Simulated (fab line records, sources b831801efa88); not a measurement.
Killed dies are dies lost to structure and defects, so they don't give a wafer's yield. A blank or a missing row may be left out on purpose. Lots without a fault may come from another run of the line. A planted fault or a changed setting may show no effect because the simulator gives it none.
Which tool did it? | flow sky130 | 10 lots, 30 wafers sampled, at 4 steps of a route of 708

WHAT THE GAUGES READ, wafer by wafer
SKY_PASSIVATION_THK_MEAS_03.
lot  | measured     | on            | PASSIVATION_CVD_02_THK (nm)
L861 | day 44 15:23 | film_metro-04 | 531 548 545
L862 | day 45 05:10 | film_metro-02 | 535 541 542
L867 | day 46 09:38 | film_metro-02 | 545 394 403
L869 | day 46 16:53 | film_metro-03 | 398 529 399
L871 | day 47 12:07 | film_metro-04 | 529 527 536
L876 | day 48 10:32 | film_metro-03 | 535 541 543
L878 | day 48 19:01 | film_metro-04 | 538 540 547
L879 | day 48 23:01 | film_metro-04 | 544 546 557
L880 | day 49 06:41 | film_metro-03 | 529 542 531
L881 | day 49 11:06 | film_metro-02 | 530 530 535

WHICH TOOL RAN EACH LOT (tool, then ch and the chambers of the sampled wafers, then the start)
lot  | SKY_METAL3_METAL_ETCH_18          | SKY_PASSIVATION_CVD_00          | SKY_PASSIVATION_CVD_02
L861 | rie_metal-02 ch 1, day 39 09:16   | pecvd-01 ch 0,1, day 44 15:05   | pecvd-03 ch 0,1, day 44 15:10
L862 | rie_metal-01 ch 0,1, day 39 23:56 | pecvd-03 ch 0,1,2, day 45 04:52 | pecvd-02 ch 1,2, day 45 04:56
L867 | rie_metal-02 ch 1, day 41 10:31   | pecvd-01 ch 0,2, day 46 09:20   | pecvd-02 ch 1,2, day 46 09:25
L869 | rie_metal-02 ch 0,1, day 41 19:20 | pecvd-03 ch 0,1, day 46 16:35   | pecvd-02 ch 0,1, day 46 16:40
L871 | rie_metal-02 ch 0, day 42 15:01   | pecvd-02 ch 0,1,2, day 47 11:49 | pecvd-03 ch 0,1,2, day 47 11:54
L876 | rie_metal-02 ch 0,1, day 43 18:17 | pecvd-02 ch 1,2, day 48 10:07   | pecvd-01 ch 0,2, day 48 10:11
L878 | rie_metal-01 ch 0,1, day 44 04:02 | pecvd-03 ch 0,1, day 48 18:43   | pecvd-02 ch 0,2, day 48 18:47
L879 | rie_metal-01 ch 0,1, day 44 11:50 | pecvd-01 ch 0,1,2, day 48 22:43 | pecvd-02 ch 0,2, day 48 22:47
L880 | rie_metal-01 ch 0,1, day 44 17:53 | pecvd-02 ch 0,2, day 49 06:22   | pecvd-01 ch 0,1, day 49 06:26
L881 | rie_metal-04 ch 0,1, day 45 01:01 | pecvd-02 ch 0,1,2, day 49 10:47 | pecvd-03 ch 0,1, day 49 10:52
- SKY_METAL3_METAL_ETCH_18: etches the open film in Cl2/BCl3, stops on SiO2, target depth 845 nm, time 183.1 s.
- SKY_PASSIVATION_CVD_00: deposits SiO2, target thk 90 nm.
- SKY_PASSIVATION_CVD_02: deposits Si3N4, target thk 540 nm.

THE ANSWER, worked out from the rows above alone
Rule: what is usual is taken from the lots themselves. Put in order of their means at a reading, lots are off if they are a third of the lots or fewer, leave a main group of 4 or more, and stand apart from it by a gap of 3 or more times the standard deviation of the main group's means; of several such gaps the widest counts. A main group whose means are all the same, to the digits that the tables above print for the reading, isn't used. A lot without any number at a reading at which 4 lots or more have one is off too. The other lots that the step has rows for count as sound.
Off: L867, L869, at SKY_PASSIVATION_THK_MEAS_03 (PASSIVATION_CVD_02_THK). The main group: mean 538 nm, standard deviation 5.7.
A tool fits if, at a process step before that reading, it ran every lot that is off, and no sound lot after the first of them. The gauges at SKY_PASSIVATION_THK_MEAS_03 are tried like those tools. None of those tried fits.

WHAT THE SIMULATOR HAD PUT IN
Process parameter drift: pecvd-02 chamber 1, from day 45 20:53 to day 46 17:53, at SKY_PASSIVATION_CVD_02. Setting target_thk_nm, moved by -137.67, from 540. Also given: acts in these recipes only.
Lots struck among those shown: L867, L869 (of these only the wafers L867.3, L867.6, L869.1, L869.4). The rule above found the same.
